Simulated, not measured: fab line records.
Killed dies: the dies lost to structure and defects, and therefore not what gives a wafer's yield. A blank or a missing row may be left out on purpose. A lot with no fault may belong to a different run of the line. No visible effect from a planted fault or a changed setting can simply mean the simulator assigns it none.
2 desks looking at one fault / flow gf180mcu / numbers are kept per desk, each desk with only its own; the story behind them comes last

== AT THE METROLOGY DESK ==
What the gauges read for every lot (on any tool): the sampled wafers with a number, averaged. A lot is out of limits, marked OUT, if its mean lies more than 4 standard deviations from the usual mean; the brackets give that distance.
Columns: A = MIM_CVD_05_THK at GF_MIM_THK_MEAS_06, usual 42.1 nm; B = MIM_ALCU_RS at GF_MIM_RS_MEAS_10, usual 0.1598 ohm/sq; C = MIM_ALCU_THK at GF_MIM_THK_MEAS_11, usual 201.4 nm
lot=L493; first seen here=day 24 10:22; A=42.5; B=0.1582; C=202.9
lot=L494; first seen here=day 24 21:58; A=42.4; B=0.1581; C=203.9
lot=L497; first seen here=day 26 00:04; A=42.2; B=0.1606; C=200.9
lot=L500; first seen here=day 26 18:11; A=42.1; B=0.1591; C=202.7
lot=L502; first seen here=day 27 14:38; A=41.8; B=0.1613; C=198.6
lot=L506; first seen here=day 28 19:01; A=42.4; B=0.1590; C=203.5
lot=L512; first seen here=day 30 12:19; A=42.4; B=0.1598; C=201.0
lot=L513; first seen here=day 30 18:02; A=41.9; B=0.1751 (+11) OUT; C=187.1 (-7.5) OUT
lot=L514; first seen here=day 30 22:40; A=42.1; B=0.1902 (+22) OUT; C=172.8 (-15) OUT
lot=L516; first seen here=day 31 10:04; A=42.2; B=0.1758 (+11) OUT; C=185.6 (-8.3) OUT
This desk's result: L513, L514, L516 out of limits, first on L513 (MIM_ALCU_RS at GF_MIM_RS_MEAS_10), day 30 18:11. L493, L494, L497, L500, L502, L506, L512 stayed within limits.

== TOOL OWNER'S DESK, pvd-sputter-03 ==
The tool's own readings at GF_MIM_SPUTTER_08 (material AlCu, target thk 200 nm, time 10.6 s): means of the sampled wafers that have a number, for each lot that ran on this tool. A lot is out of limits, marked OUT, if its mean lies more than 4 standard deviations from the usual mean; the brackets give that distance.
Columns: A = chamber-pressure-pa at GF_MIM_SPUTTER_08, usual 0.4001 Pa; B = throttle-valve-pct at GF_MIM_SPUTTER_08, usual 29.8 %
lot=L493; first seen here=day 24 10:29; A=0.3993; B=29.6
lot=L494; first seen here=day 24 22:04; A=0.4000; B=29.8
lot=L512; first seen here=day 30 12:24; A=0.4002; B=31.2
lot=L513; first seen here=day 30 18:08; A=0.3993; B=29.9
lot=L514; first seen here=day 30 22:47; A=0.4010; B=29.9
lot=L516; first seen here=day 31 10:10; A=0.4008; B=29.1
This desk's finding: nothing out of limits on any of the 6 lots.

== TAKEN TOGETHER ==
On L513, L514, L516, the metrology desk was in a position to raise an alarm at day 30 18:11.
The desk of the tool owner found nothing out of limits.
On record at the tool owner's desk: L513, L514, L516, within its limits.
Every lot named ran GF_MIM_SPUTTER_08 on pvd-sputter-03.

== WHAT THE SIMULATOR HAD INSERTED ==
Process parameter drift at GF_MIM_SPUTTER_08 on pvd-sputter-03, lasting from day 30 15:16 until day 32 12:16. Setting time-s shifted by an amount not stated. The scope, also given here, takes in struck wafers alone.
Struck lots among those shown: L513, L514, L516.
Per desk, hours elapsed from the start of the fault to the first reading out of limits: for the metrology desk, 3.
